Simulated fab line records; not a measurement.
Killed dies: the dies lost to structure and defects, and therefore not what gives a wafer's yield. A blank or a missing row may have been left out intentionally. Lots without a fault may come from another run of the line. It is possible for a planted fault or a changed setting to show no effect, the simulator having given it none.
Which tool did it?    flow sky130    18 wafers from 6 lots sampled at 4 of the route's 708 steps

== WHAT THE GAUGES SHOWED, per wafer ==
SKY_VT_ADJUST_HVTR_TW_MEAS_11.
lot   measured      on             VT_ADJUST_HVTR_TW
L311  day 10 08:17  film metro-04  213.1 213.4 213.2
L314  day 11 02:49  film metro-01  209.0 209.4 209.0
L319  day 12 12:20  film metro-04  215.0 215.0 216.3
L321  day 13 05:34  film metro-01  188.7 188.3 189.4
L330  day 16 09:34  film metro-03  209.4 209.5 208.1
L332  day 17 06:34  film metro-03  207.4 207.5 207.3

== WHICH TOOL RAN EACH LOT (tool, then ch and the chambers of the sampled wafers, then the start) ==
lot   SKY_NWELL_RTA_28                  SKY_VT_ADJUST_HVTR_IMPLANT_09    SKY_VT_ADJUST_HVTR_STRIP_10
L311  rtp anneal-02 ch 0, day 6 01:03   implanter-04 ch 0, day 10 08:02  plasma asher-01 ch 0,1, day 10 08:11
L314  rtp anneal-02 ch 0, day 6 16:18   implanter-02 ch 0, day 11 02:34  plasma asher-04 ch 0,1, day 11 02:43
L319  rtp anneal-01 ch 0, day 7 18:53   implanter-04 ch 0, day 12 12:05  plasma asher-01 ch 0,1, day 12 12:14
L321  rtp anneal-02 ch 0, day 8 09:37   implanter-02 ch 0, day 13 05:20  plasma asher-03 ch 0,1, day 13 05:28
L330  rtp anneal-02 ch 0, day 11 00:17  implanter-04 ch 0, day 16 09:19  plasma asher-03 ch 0,1, day 16 09:28
L332  rtp anneal-01 ch 0, day 11 16:35  implanter-04 ch 0, day 17 06:20  plasma asher-04 ch 0,1, day 17 06:28
- SKY_NWELL_RTA_28: time 30 s.
- SKY_VT_ADJUST_HVTR_IMPLANT_09
- SKY_VT_ADJUST_HVTR_STRIP_10: strips in O2/N2.

== THE ANSWER, worked out from the rows above alone ==
Rule: what is usual is taken from the lots themselves. The widest of any qualifying gaps counts: lots, ordered by their means at a reading, are off when they make up no more than a third of the lots, leave a main group of 4 or more, and stand apart from it by 3 or more times the standard deviation of that group's means. If all means in a main group match to the digits the tables above print for the reading, that group is not used. A lot without any number at a reading at which 4 lots or more have one is off too. The other lots that the step has rows for count as sound.
Off: L321, at SKY_VT_ADJUST_HVTR_TW_MEAS_11 (VT_ADJUST_HVTR_TW). The main group: mean 210.8, standard deviation 3.
A tool fits if, at a process step before that reading, it ran every lot that is off, and no sound lot after the first of them. Gauges at SKY_VT_ADJUST_HVTR_TW_MEAS_11: tried the same way as those tools. Undecided on this evidence; 2 tools fit (implanter-02 at SKY_VT_ADJUST_HVTR_IMPLANT_09, film metro-01 at SKY_VT_ADJUST_HVTR_TW_MEAS_11).

== WHAT WAS PUT IN BY THE SIMULATOR ==
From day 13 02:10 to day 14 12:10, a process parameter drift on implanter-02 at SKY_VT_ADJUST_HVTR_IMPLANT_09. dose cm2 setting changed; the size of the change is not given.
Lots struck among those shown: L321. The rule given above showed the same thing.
